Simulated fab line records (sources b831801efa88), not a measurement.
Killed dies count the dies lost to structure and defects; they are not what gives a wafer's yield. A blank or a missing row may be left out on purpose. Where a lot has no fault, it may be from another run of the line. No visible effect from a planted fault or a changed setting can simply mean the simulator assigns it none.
fab line records / flow gf180mcu
[record] lots = 13 wafers = 39 lastDay = 34
route steps=602 shown M3@411 V3@452 M4@458 V4@476
lots with no fault: from the same line, run without faults
startH: the number of hours between the record's first day and the start of the first shown wafer of the lot / waitH: time in hours since the lot's previous step / " identical to the entry in the row above / L1.1+2: one row covering several wafers at once / - no value, or no start was given / * or withheld: withheld / < > ~ a bound
route shown NAME@n: names a module that has steps shown in the file, with the first one's number in the route / usual: mean/standard deviation of fault-free wafers / same: alike in all rows / chamber/n: place in a boat / sites: the reading at each site / _std_site: the values' standard deviation / _edge_site: inner sites' mean taken away from outer sites' mean / radiusMm: how far each site lies from the wafer's centre / mask NAME#n: copy n / behind: the most recent tool/chamber to have shaped the wafer / hold: the reason the lot was held/the length of the hold in hours/how it ended / device: the n, p or np transistor that did not switch / end of line: tests run on the same wafers once the route is complete / a step given without rows: its recipe and nothing more / killed: dies that structure and defects cost at the first sort, which is not the same as the wafer's yield / map: shows each die of a wafer: x if killed, . if not, _ if none is there
set.NAME: setting as actually run; set.NAME@STEP: the setting as run at that earlier step / model.NAME: the simulator's own value behind a step, which no gauge read
steps of the route over a sample of lots; a table a step, a row a wafer
services: a tool's chamber out of use, with start hour (startH, from the record's first day; less than 0 if before it), hours out, and reason
[[steps]]
[step GF_M3_SPUTTER_02]
[recipe] material = AlCu targetThkNm = 450 powerW = 10600 timeS = 23.9 chamberPressurePa = 0.4
[usual] throttleValvePct = 29.8/0.95
lot.wafer=L688.1 tool=pvdSputter-01 chamber=- startH=451.31 waitH=0.0 throttleValvePct=30.4
lot.wafer=L688.2 tool=pvdSputter-01 chamber=- startH=451.31 waitH=0.0 throttleValvePct=29.7
lot.wafer=L688.6 tool=pvdSputter-01 chamber=- startH=451.31 waitH=0.0 throttleValvePct=29.2
lot.wafer=L689.2 tool=pvdSputter-03 chamber=- startH=484.63 waitH=0.0 throttleValvePct=29.3
lot.wafer=L689.3 tool=pvdSputter-03 chamber=- startH=484.63 waitH=0.0 throttleValvePct=28.9
lot.wafer=L689.4 tool=pvdSputter-03 chamber=- startH=484.63 waitH=0.0 throttleValvePct=28.2
lot.wafer=L690.1 tool=pvdSputter-03 chamber=- startH=500.12 waitH=0.0 throttleValvePct=28.2
lot.wafer=L690.2 tool=pvdSputter-03 chamber=- startH=500.12 waitH=0.0 throttleValvePct=28.9
lot.wafer=L690.3 tool=pvdSputter-03 chamber=- startH=500.12 waitH=0.0 throttleValvePct=30.4
lot.wafer=L692.1 tool=pvdSputter-01 chamber=- startH=517.49 waitH=0.0 throttleValvePct=30.0
lot.wafer=L692.4 tool=pvdSputter-01 chamber=- startH=517.49 waitH=0.0 throttleValvePct=28.7
lot.wafer=L692.5 tool=pvdSputter-01 chamber=- startH=517.49 waitH=0.0 throttleValvePct=29.1
lot.wafer=L693.1 tool=pvdSputter-01 chamber=- startH=528.60 waitH=0.0 throttleValvePct=30.2
lot.wafer=L693.4 tool=pvdSputter-01 chamber=- startH=528.60 waitH=0.0 throttleValvePct=28.6
lot.wafer=L693.5 tool=pvdSputter-01 chamber=- startH=528.60 waitH=0.0 throttleValvePct=28.9
lot.wafer=L694.1 tool=pvdSputter-01 chamber=- startH=535.21 waitH=0.0 throttleValvePct=29.3
lot.wafer=L694.2 tool=pvdSputter-01 chamber=- startH=535.21 waitH=0.0 throttleValvePct=30.1
lot.wafer=L694.3 tool=pvdSputter-01 chamber=- startH=535.21 waitH=0.0 throttleValvePct=30.3
lot.wafer=L697.1 tool=pvdSputter-03 chamber=- startH=549.94 waitH=0.0 throttleValvePct=27.8
lot.wafer=L697.3 tool=pvdSputter-03 chamber=- startH=549.94 waitH=0.0 throttleValvePct=30.6
lot.wafer=L697.6 tool=pvdSputter-03 chamber=- startH=549.94 waitH=0.0 throttleValvePct=29.0
lot.wafer=L704.1 tool=pvdSputter-02 chamber=- startH=606.82 waitH=0.0 throttleValvePct=31.0
lot.wafer=L704.3 tool=pvdSputter-02 chamber=- startH=606.82 waitH=0.0 throttleValvePct=32.0
lot.wafer=L704.6 tool=pvdSputter-02 chamber=- startH=606.82 waitH=0.0 throttleValvePct=32.3
lot.wafer=L705.1 tool=pvdSputter-02 chamber=- startH=609.76 waitH=0.0 throttleValvePct=30.4
lot.wafer=L705.3 tool=pvdSputter-02 chamber=- startH=609.76 waitH=0.0 throttleValvePct=30.7
lot.wafer=L705.6 tool=pvdSputter-02 chamber=- startH=609.76 waitH=0.0 throttleValvePct=29.1
lot.wafer=L706.4 tool=pvdSputter-02 chamber=- startH=626.49 waitH=0.0 throttleValvePct=31.0
lot.wafer=L706.5 tool=pvdSputter-02 chamber=- startH=626.49 waitH=0.0 throttleValvePct=30.6
lot.wafer=L706.6 tool=pvdSputter-02 chamber=- startH=626.49 waitH=0.0 throttleValvePct=30.4
lot.wafer=L707.1 tool=pvdSputter-01 chamber=- startH=626.80 waitH=0.0 throttleValvePct=29.1
lot.wafer=L707.2 tool=pvdSputter-01 chamber=- startH=626.80 waitH=0.0 throttleValvePct=28.4
lot.wafer=L707.6 tool=pvdSputter-01 chamber=- startH=626.80 waitH=0.0 throttleValvePct=29.9
lot.wafer=L710.2 tool=pvdSputter-01 chamber=- startH=644.10 waitH=0.0 throttleValvePct=28.6
lot.wafer=L710.5 tool=pvdSputter-01 chamber=- startH=644.10 waitH=0.0 throttleValvePct=29.2
lot.wafer=L710.6 tool=pvdSputter-01 chamber=- startH=644.10 waitH=0.0 throttleValvePct=30.0
lot.wafer=L711.1 tool=pvdSputter-03 chamber=- startH=649.44 waitH=0.0 throttleValvePct=29.3
lot.wafer=L711.4 tool=pvdSputter-03 chamber=- startH=649.44 waitH=0.0 throttleValvePct=30.8
lot.wafer=L711.6 tool=pvdSputter-03 chamber=- startH=649.44 waitH=0.0 throttleValvePct=30.5
[step GF_V3_CVD_23]
[recipe] material = W targetThkNm = 350 timeS = 104.9 tempC = 400 pressureTorr = 40
[usual] heaterPowerW = 814/98
lot.wafer=L688.1 tool=cvdW-02 chamber=1 startH=501.88 waitH=0.0 heaterPowerW=753
lot.wafer=L688.2 tool=cvdW-02 chamber=0 startH=501.88 waitH=0.0 heaterPowerW=706
lot.wafer=L688.6 tool=cvdW-02 chamber=0 startH=501.88 waitH=0.0 heaterPowerW=705
lot.wafer=L689.2 tool=cvdW-01 chamber=0 startH=533.72 waitH=0.0 heaterPowerW=964
lot.wafer=L689.3 tool=cvdW-01 chamber=1 startH=533.72 waitH=0.0 heaterPowerW=872
lot.wafer=L689.4 tool=cvdW-01 chamber=0 startH=533.72 waitH=0.0 heaterPowerW=959
lot.wafer=L690.1 tool=cvdW-02 chamber=0 startH=549.59 waitH=0.0 heaterPowerW=699
lot.wafer=L690.2 tool=cvdW-02 chamber=1 startH=549.59 waitH=0.0 heaterPowerW=767
lot.wafer=L690.3 tool=cvdW-02 chamber=0 startH=549.59 waitH=0.0 heaterPowerW=706
lot.wafer=L692.1 tool=cvdW-01 chamber=1 startH=564.71 waitH=0.0 heaterPowerW=871
lot.wafer=L692.4 tool=cvdW-01 chamber=0 startH=564.71 waitH=0.0 heaterPowerW=961
lot.wafer=L692.5 tool=cvdW-01 chamber=1 startH=564.71 waitH=0.0 heaterPowerW=877
lot.wafer=L693.1 tool=cvdW-02 chamber=0 startH=575.56 waitH=0.0 heaterPowerW=711
lot.wafer=L693.4 tool=cvdW-02 chamber=1 startH=575.56 waitH=0.0 heaterPowerW=790
lot.wafer=L693.5 tool=cvdW-02 chamber=0 startH=575.56 waitH=0.0 heaterPowerW=699
lot.wafer=L694.1 tool=cvdW-02 chamber=0 startH=582.06 waitH=0.0 heaterPowerW=703
lot.wafer=L694.2 tool=cvdW-02 chamber=1 startH=582.06 waitH=0.0 heaterPowerW=790
lot.wafer=L694.3 tool=cvdW-02 chamber=1 startH=582.06 waitH=0.0 heaterPowerW=785
lot.wafer=L697.1 tool=cvdW-01 chamber=0 startH=594.73 waitH=0.0 heaterPowerW=972
lot.wafer=L697.3 tool=cvdW-01 chamber=0 startH=594.73 waitH=0.0 heaterPowerW=969
lot.wafer=L697.6 tool=cvdW-01 chamber=0 startH=594.73 waitH=0.0 heaterPowerW=947
lot.wafer=L704.1 tool=cvdW-02 chamber=0 startH=650.09 waitH=0.0 heaterPowerW=715
lot.wafer=L704.3 tool=cvdW-02 chamber=1 startH=650.09 waitH=0.0 heaterPowerW=763
lot.wafer=L704.6 tool=cvdW-02 chamber=0 startH=650.09 waitH=0.0 heaterPowerW=692
lot.wafer=L705.1 tool=cvdW-01 chamber=0 startH=651.99 waitH=0.0 heaterPowerW=970
lot.wafer=L705.3 tool=cvdW-01 chamber=1 startH=651.99 waitH=0.0 heaterPowerW=860
lot.wafer=L705.6 tool=cvdW-01 chamber=0 startH=651.99 waitH=0.0 heaterPowerW=957
lot.wafer=L706.4 tool=cvdW-02 chamber=0 startH=667.18 waitH=0.1 heaterPowerW=694
lot.wafer=L706.5 tool=cvdW-02 chamber=1 startH=667.18 waitH=0.1 heaterPowerW=772
lot.wafer=L706.6 tool=cvdW-02 chamber=0 startH=667.18 waitH=0.1 heaterPowerW=715
lot.wafer=L707.1 tool=cvdW-02 chamber=1 startH=668.09 waitH=0.0 heaterPowerW=764
lot.wafer=L707.2 tool=cvdW-02 chamber=0 startH=668.09 waitH=0.0 heaterPowerW=707
lot.wafer=L707.6 tool=cvdW-02 chamber=0 startH=668.09 waitH=0.0 heaterPowerW=708
lot.wafer=L710.2 tool=cvdW-01 chamber=1 startH=685.06 waitH=0.0 heaterPowerW=862
lot.wafer=L710.5 tool=cvdW-01 chamber=1 startH=685.06 waitH=0.0 heaterPowerW=868
lot.wafer=L710.6 tool=cvdW-01 chamber=0 startH=685.06 waitH=0.0 heaterPowerW=972
lot.wafer=L711.1 tool=cvdW-02 chamber=1 startH=690.69 waitH=0.0 heaterPowerW=790
lot.wafer=L711.4 tool=cvdW-02 chamber=1 startH=690.69 waitH=0.0 heaterPowerW=786
lot.wafer=L711.6 tool=cvdW-02 chamber=1 startH=690.69 waitH=0.0 heaterPowerW=783
[step GF_M4_SPUTTER_02]
[recipe] material = AlCu targetThkNm = 450 powerW = 10600 timeS = 23.9 chamberPressurePa = 0.4
[usual] throttleValvePct = 29.7/0.83
lot.wafer=L688.1 tool=pvdSputter-03 chamber=- startH=502.61 waitH=0.0 throttleValvePct=28.3
lot.wafer=L688.2 tool=pvdSputter-03 chamber=- startH=502.61 waitH=0.0 throttleValvePct=28.8
lot.wafer=L688.6 tool=pvdSputter-03 chamber=- startH=502.61 waitH=0.0 throttleValvePct=28.3
lot.wafer=L689.2 tool=pvdSputter-03 chamber=- startH=534.60 waitH=0.0 throttleValvePct=29.0
lot.wafer=L689.3 tool=pvdSputter-03 chamber=- startH=534.60 waitH=0.0 throttleValvePct=28.1
lot.wafer=L689.4 tool=pvdSputter-03 chamber=- startH=534.60 waitH=0.0 throttleValvePct=30.6
lot.wafer=L690.1 tool=pvdSputter-03 chamber=- startH=550.32 waitH=0.0 throttleValvePct=28.3
lot.wafer=L690.2 tool=pvdSputter-03 chamber=- startH=550.32 waitH=0.0 throttleValvePct=28.9
lot.wafer=L690.3 tool=pvdSputter-03 chamber=- startH=550.32 waitH=0.0 throttleValvePct=28.8
lot.wafer=L692.1 tool=pvdSputter-01 chamber=- startH=565.43 waitH=0.0 throttleValvePct=30.1
lot.wafer=L692.4 tool=pvdSputter-01 chamber=- startH=565.43 waitH=0.0 throttleValvePct=30.6
lot.wafer=L692.5 tool=pvdSputter-01 chamber=- startH=565.43 waitH=0.0 throttleValvePct=28.8
lot.wafer=L693.1 tool=pvdSputter-03 chamber=- startH=576.29 waitH=0.0 throttleValvePct=29.3
lot.wafer=L693.4 tool=pvdSputter-03 chamber=- startH=576.29 waitH=0.0 throttleValvePct=29.0
lot.wafer=L693.5 tool=pvdSputter-03 chamber=- startH=576.29 waitH=0.0 throttleValvePct=29.0
lot.wafer=L694.1 tool=pvdSputter-01 chamber=- startH=583.04 waitH=0.0 throttleValvePct=29.0
lot.wafer=L694.2 tool=pvdSputter-01 chamber=- startH=583.04 waitH=0.0 throttleValvePct=30.0
lot.wafer=L694.3 tool=pvdSputter-01 chamber=- startH=583.04 waitH=0.0 throttleValvePct=30.3
lot.wafer=L697.1 tool=pvdSputter-03 chamber=- startH=595.46 waitH=0.0 throttleValvePct=27.9
lot.wafer=L697.3 tool=pvdSputter-03 chamber=- startH=595.46 waitH=0.0 throttleValvePct=30.7
lot.wafer=L697.6 tool=pvdSputter-03 chamber=- startH=595.46 waitH=0.0 throttleValvePct=29.2
lot.wafer=L704.1 tool=pvdSputter-04 chamber=- startH=650.82 waitH=0.0 throttleValvePct=30.2
lot.wafer=L704.3 tool=pvdSputter-04 chamber=- startH=650.82 waitH=0.0 throttleValvePct=29.7
lot.wafer=L704.6 tool=pvdSputter-04 chamber=- startH=650.82 waitH=0.0 throttleValvePct=31.1
lot.wafer=L705.1 tool=pvdSputter-01 chamber=- startH=652.72 waitH=0.0 throttleValvePct=29.0
lot.wafer=L705.3 tool=pvdSputter-01 chamber=- startH=652.72 waitH=0.0 throttleValvePct=30.1
lot.wafer=L705.6 tool=pvdSputter-01 chamber=- startH=652.72 waitH=0.0 throttleValvePct=29.8
lot.wafer=L706.4 tool=pvdSputter-04 chamber=- startH=667.86 waitH=0.0 throttleValvePct=29.1
lot.wafer=L706.5 tool=pvdSputter-04 chamber=- startH=667.86 waitH=0.0 throttleValvePct=31.2
lot.wafer=L706.6 tool=pvdSputter-04 chamber=- startH=667.86 waitH=0.0 throttleValvePct=29.7
lot.wafer=L707.1 tool=pvdSputter-04 chamber=- startH=668.81 waitH=0.0 throttleValvePct=30.1
lot.wafer=L707.2 tool=pvdSputter-04 chamber=- startH=668.81 waitH=0.0 throttleValvePct=31.3
lot.wafer=L707.6 tool=pvdSputter-04 chamber=- startH=668.81 waitH=0.0 throttleValvePct=29.9
lot.wafer=L710.2 tool=pvdSputter-04 chamber=- startH=685.78 waitH=0.0 throttleValvePct=29.7
lot.wafer=L710.5 tool=pvdSputter-04 chamber=- startH=685.78 waitH=0.0 throttleValvePct=29.2
lot.wafer=L710.6 tool=pvdSputter-04 chamber=- startH=685.78 waitH=0.0 throttleValvePct=30.4
lot.wafer=L711.1 tool=pvdSputter-01 chamber=- startH=691.41 waitH=0.0 throttleValvePct=30.0
lot.wafer=L711.4 tool=pvdSputter-01 chamber=- startH=691.41 waitH=0.0 throttleValvePct=29.0
lot.wafer=L711.6 tool=pvdSputter-01 chamber=- startH=691.41 waitH=0.0 throttleValvePct=29.1
[step GF_V4_CVD_00]
[recipe] material = SiO2 targetThkNm = 600 sigmaOpenFrac = 0.3 tempC = 400 timeS = 100 sih4FlowSccm = 60 pressureMtorr = 6
[usual] sih4FlowSccm = 59.99/0.18
lot.wafer=L688.1 tool=hdpcvd-02 chamber=0 startH=527.41 waitH=0.0 sih4FlowSccm=59.92
lot.wafer=L688.2 tool=hdpcvd-02 chamber=1 startH=527.41 waitH=0.0 sih4FlowSccm=59.75
lot.wafer=L688.6 tool=hdpcvd-02 chamber=0 startH=527.41 waitH=0.0 sih4FlowSccm=60.26
lot.wafer=L689.2 tool=hdpcvd-02 chamber=1 startH=557.43 waitH=0.0 sih4FlowSccm=59.94
lot.wafer=L689.3 tool=hdpcvd-02 chamber=2 startH=557.43 waitH=0.0 sih4FlowSccm=60.05
lot.wafer=L689.4 tool=hdpcvd-02 chamber=2 startH=557.43 waitH=0.0 sih4FlowSccm=60.28
lot.wafer=L690.1 tool=hdpcvd-01 chamber=1 startH=572.71 waitH=0.0 sih4FlowSccm=60.05
lot.wafer=L690.2 tool=hdpcvd-01 chamber=2 startH=572.71 waitH=0.0 sih4FlowSccm=59.98
lot.wafer=L690.3 tool=hdpcvd-01 chamber=0 startH=572.71 waitH=0.0 sih4FlowSccm=60.04
lot.wafer=L692.1 tool=hdpcvd-02 chamber=2 startH=587.90 waitH=0.0 sih4FlowSccm=60.05
lot.wafer=L692.4 tool=hdpcvd-02 chamber=2 startH=587.90 waitH=0.0 sih4FlowSccm=59.80
lot.wafer=L692.5 tool=hdpcvd-02 chamber=0 startH=587.90 waitH=0.0 sih4FlowSccm=60.09
lot.wafer=L693.1 tool=hdpcvd-01 chamber=0 startH=598.44 waitH=0.0 sih4FlowSccm=60.27
lot.wafer=L693.4 tool=hdpcvd-01 chamber=1 startH=598.44 waitH=0.0 sih4FlowSccm=60.22
lot.wafer=L693.5 tool=hdpcvd-01 chamber=0 startH=598.44 waitH=0.0 sih4FlowSccm=60.18
lot.wafer=L694.1 tool=hdpcvd-01 chamber=0 startH=604.96 waitH=0.0 sih4FlowSccm=29.58
lot.wafer=L694.2 tool=hdpcvd-01 chamber=1 startH=604.96 waitH=0.0 sih4FlowSccm=29.98
lot.wafer=L694.3 tool=hdpcvd-01 chamber=2 startH=604.96 waitH=0.0 sih4FlowSccm=29.98
lot.wafer=L697.1 tool=hdpcvd-01 chamber=1 startH=617.34 waitH=0.0 sih4FlowSccm=30.04
lot.wafer=L697.3 tool=hdpcvd-01 chamber=2 startH=617.34 waitH=0.0 sih4FlowSccm=29.80
lot.wafer=L697.6 tool=hdpcvd-01 chamber=2 startH=617.34 waitH=0.0 sih4FlowSccm=29.92
lot.wafer=L704.1 tool=hdpcvd-02 chamber=1 startH=671.11 waitH=0.0 sih4FlowSccm=59.68
lot.wafer=L704.3 tool=hdpcvd-02 chamber=0 startH=671.11 waitH=0.0 sih4FlowSccm=59.94
lot.wafer=L704.6 tool=hdpcvd-02 chamber=2 startH=671.11 waitH=0.0 sih4FlowSccm=60.03
lot.wafer=L705.1 tool=hdpcvd-01 chamber=2 startH=672.94 waitH=0.0 sih4FlowSccm=60.04
lot.wafer=L705.3 tool=hdpcvd-01 chamber=0 startH=672.94 waitH=0.0 sih4FlowSccm=59.88
lot.wafer=L705.6 tool=hdpcvd-01 chamber=1 startH=672.94 waitH=0.0 sih4FlowSccm=59.88
lot.wafer=L706.4 tool=hdpcvd-01 chamber=1 startH=687.33 waitH=0.0 sih4FlowSccm=59.78
lot.wafer=L706.5 tool=hdpcvd-01 chamber=2 startH=687.33 waitH=0.0 sih4FlowSccm=60.02
lot.wafer=L706.6 tool=hdpcvd-01 chamber=0 startH=687.33 waitH=0.0 sih4FlowSccm=59.95
lot.wafer=L707.1 tool=hdpcvd-01 chamber=1 startH=688.81 waitH=0.0 sih4FlowSccm=60.20
lot.wafer=L707.2 tool=hdpcvd-01 chamber=2 startH=688.81 waitH=0.0 sih4FlowSccm=60.08
lot.wafer=L707.6 tool=hdpcvd-01 chamber=0 startH=688.81 waitH=0.0 sih4FlowSccm=60.16
lot.wafer=L710.2 tool=hdpcvd-01 chamber=0 startH=705.94 waitH=0.0 sih4FlowSccm=59.77
lot.wafer=L710.5 tool=hdpcvd-01 chamber=2 startH=705.94 waitH=0.0 sih4FlowSccm=60.02
lot.wafer=L710.6 tool=hdpcvd-01 chamber=1 startH=705.94 waitH=0.0 sih4FlowSccm=59.89
lot.wafer=L711.1 tool=hdpcvd-01 chamber=0 startH=711.08 waitH=0.0 sih4FlowSccm=59.92
lot.wafer=L711.4 tool=hdpcvd-01 chamber=0 startH=711.08 waitH=0.0 sih4FlowSccm=59.72
lot.wafer=L711.6 tool=hdpcvd-01 chamber=2 startH=711.08 waitH=0.0 sih4FlowSccm=59.90
[step GF_V4_THK_MEAS_01]
[recipe] reads = SiO2_of_V4_CVD_00
[usual] V4_CVD_00_THK = 601/7.7
lot.wafer=L688.1 tool=filmMetro-01 chamber=- startH=527.48 waitH=0.0 V4_CVD_00_THK[nm]=591
lot.wafer=L688.2 tool=filmMetro-01 chamber=- startH=527.48 waitH=0.0 V4_CVD_00_THK[nm]=595
lot.wafer=L688.6 tool=filmMetro-01 chamber=- startH=527.48 waitH=0.0 V4_CVD_00_THK[nm]=591
lot.wafer=L689.2 tool=filmMetro-01 chamber=- startH=557.51 waitH=0.0 V4_CVD_00_THK[nm]=607
lot.wafer=L689.3 tool=filmMetro-01 chamber=- startH=557.51 waitH=0.0 V4_CVD_00_THK[nm]=602
lot.wafer=L689.4 tool=filmMetro-01 chamber=- startH=557.51 waitH=0.0 V4_CVD_00_THK[nm]=608
lot.wafer=L690.1 tool=filmMetro-03 chamber=- startH=572.78 waitH=0.0 V4_CVD_00_THK[nm]=602
lot.wafer=L690.2 tool=filmMetro-03 chamber=- startH=572.78 waitH=0.0 V4_CVD_00_THK[nm]=603
lot.wafer=L690.3 tool=filmMetro-03 chamber=- startH=572.78 waitH=0.0 V4_CVD_00_THK[nm]=596
lot.wafer=L692.1 tool=filmMetro-01 chamber=- startH=587.97 waitH=0.0 V4_CVD_00_THK[nm]=606
lot.wafer=L692.4 tool=filmMetro-01 chamber=- startH=587.97 waitH=0.0 V4_CVD_00_THK[nm]=607
lot.wafer=L692.5 tool=filmMetro-01 chamber=- startH=587.97 waitH=0.0 V4_CVD_00_THK[nm]=607
lot.wafer=L693.1 tool=filmMetro-03 chamber=- startH=598.51 waitH=0.0 V4_CVD_00_THK[nm]=591
lot.wafer=L693.4 tool=filmMetro-03 chamber=- startH=598.51 waitH=0.0 V4_CVD_00_THK[nm]=606
lot.wafer=L693.5 tool=filmMetro-03 chamber=- startH=598.51 waitH=0.0 V4_CVD_00_THK[nm]=589
lot.wafer=L694.1 tool=filmMetro-01 chamber=- startH=605.03 waitH=0.0 V4_CVD_00_THK[nm]=295
lot.wafer=L694.2 tool=filmMetro-01 chamber=- startH=605.03 waitH=0.0 V4_CVD_00_THK[nm]=303
lot.wafer=L694.3 tool=filmMetro-01 chamber=- startH=605.03 waitH=0.0 V4_CVD_00_THK[nm]=304
lot.wafer=L697.1 tool=filmMetro-03 chamber=- startH=617.41 waitH=0.0 V4_CVD_00_THK[nm]=301
lot.wafer=L697.3 tool=filmMetro-03 chamber=- startH=617.41 waitH=0.0 V4_CVD_00_THK[nm]=297
lot.wafer=L697.6 tool=filmMetro-03 chamber=- startH=617.41 waitH=0.0 V4_CVD_00_THK[nm]=298
lot.wafer=L704.1 tool=filmMetro-03 chamber=- startH=671.18 waitH=0.0 V4_CVD_00_THK[nm]=606
lot.wafer=L704.3 tool=filmMetro-03 chamber=- startH=671.18 waitH=0.0 V4_CVD_00_THK[nm]=610
lot.wafer=L704.6 tool=filmMetro-03 chamber=- startH=671.18 waitH=0.0 V4_CVD_00_THK[nm]=609
lot.wafer=L705.1 tool=filmMetro-03 chamber=- startH=673.01 waitH=0.0 V4_CVD_00_THK[nm]=598
lot.wafer=L705.3 tool=filmMetro-03 chamber=- startH=673.01 waitH=0.0 V4_CVD_00_THK[nm]=598
lot.wafer=L705.6 tool=filmMetro-03 chamber=- startH=673.01 waitH=0.0 V4_CVD_00_THK[nm]=606
lot.wafer=L706.4 tool=filmMetro-04 chamber=- startH=687.40 waitH=0.0 V4_CVD_00_THK[nm]=604
lot.wafer=L706.5 tool=filmMetro-04 chamber=- startH=687.40 waitH=0.0 V4_CVD_00_THK[nm]=601
lot.wafer=L706.6 tool=filmMetro-04 chamber=- startH=687.40 waitH=0.0 V4_CVD_00_THK[nm]=591
lot.wafer=L707.1 tool=filmMetro-03 chamber=- startH=688.88 waitH=0.0 V4_CVD_00_THK[nm]=614
lot.wafer=L707.2 tool=filmMetro-03 chamber=- startH=688.88 waitH=0.0 V4_CVD_00_THK[nm]=604
lot.wafer=L707.6 tool=filmMetro-03 chamber=- startH=688.88 waitH=0.0 V4_CVD_00_THK[nm]=595
lot.wafer=L710.2 tool=filmMetro-01 chamber=- startH=706.02 waitH=0.0 V4_CVD_00_THK[nm]=593
lot.wafer=L710.5 tool=filmMetro-01 chamber=- startH=706.02 waitH=0.0 V4_CVD_00_THK[nm]=588
lot.wafer=L710.6 tool=filmMetro-01 chamber=- startH=706.02 waitH=0.0 V4_CVD_00_THK[nm]=603
lot.wafer=L711.1 tool=filmMetro-01 chamber=- startH=711.15 waitH=0.0 V4_CVD_00_THK[nm]=587
lot.wafer=L711.4 tool=filmMetro-01 chamber=- startH=711.15 waitH=0.0 V4_CVD_00_THK[nm]=596
lot.wafer=L711.6 tool=filmMetro-01 chamber=- startH=711.15 waitH=0.0 V4_CVD_00_THK[nm]=601
[[services]]
tool=pvdSputter-04 chamber=- startH=435.08 hours=3.1 kind=repair
tool=hdpcvd-02 chamber=- startH=451.19 hours=6.0 kind=pm
tool=pvdSputter-01 chamber=- startH=474.95 hours=6.7 kind=repair
tool=hdpcvd-01 chamber=2 startH=482.24 hours=1.9 kind=repair
tool=pvdSputter-02 chamber=- startH=507.27 hours=22.3 kind=repair
tool=pvdSputter-02 chamber=- startH=525.05 hours=1.4 kind=repair
tool=hdpcvd-02 chamber=2 startH=529.76 hours=1.8 kind=repair
tool=hdpcvd-01 chamber=- startH=539.25 hours=15.0 kind=pm
tool=pvdSputter-02 chamber=- startH=543.64 hours=8.2 kind=repair
tool=pvdSputter-04 chamber=- startH=549.18 hours=17.0 kind=repair
tool=hdpcvd-02 chamber=0 startH=550.68 hours=3.9 kind=repair
tool=hdpcvd-02 chamber=- startH=568.33 hours=1.8 kind=repair
tool=pvdSputter-01 chamber=2 startH=581.21 hours=- kind=consumableReplace:kit
tool=pvdSputter-01 chamber=2 startH=581.21 hours=18.0 kind=scheduledDown
tool=pvdSputter-01 chamber=2 startH=581.21 hours=18.0 kind=ventCycle
tool=pvdSputter-02 chamber=- startH=591.56 hours=0.6 kind=repair
tool=cvdW-02 chamber=1 startH=592.29 hours=7.6 kind=repair
tool=pvdSputter-03 chamber=- startH=609.21 hours=2.7 kind=repair
tool=cvdW-01 chamber=- startH=614.24 hours=1.6 kind=repair
tool=pvdSputter-01 chamber=- startH=631.86 hours=8.5 kind=repair
tool=pvdSputter-03 chamber=- startH=682.18 hours=2.4 kind=repair
tool=hdpcvd-01 chamber=- startH=692.29 hours=5.5 kind=pm
tool=pvdSputter-01 chamber=1 startH=702.45 hours=- kind=consumableReplace:kit
tool=cvdW-01 chamber=- startH=705.94 hours=1.8 kind=repair
[[key]]
[firstSign] step = GF_V4_CVD_00 reading = sih4FlowSccm direction = down sigmas = 99+ usual = 59.99 struck = 29.88
[effect] step = GF_V4_THK_MEAS_01 reading = V4_CVD_00_THK direction = down sigmas = 39 usual = 601 struck = 300
metAt GF_V4_CVD_00
struckLots L694,L697
notActingAt GF_M3_SPUTTER_02,GF_V3_CVD_23,GF_M4_SPUTTER_02
onsetBetween 598.44 604.96
[fault] kind = processParameterDrift tool = hdpcvd-01 chamber = - onsetH = 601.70 steps = GF_V4_CVD_00 channel = sih4FlowSccm offset = -30 shape = step endH = 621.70 actsIn = theseRecipesOnly stated = 60
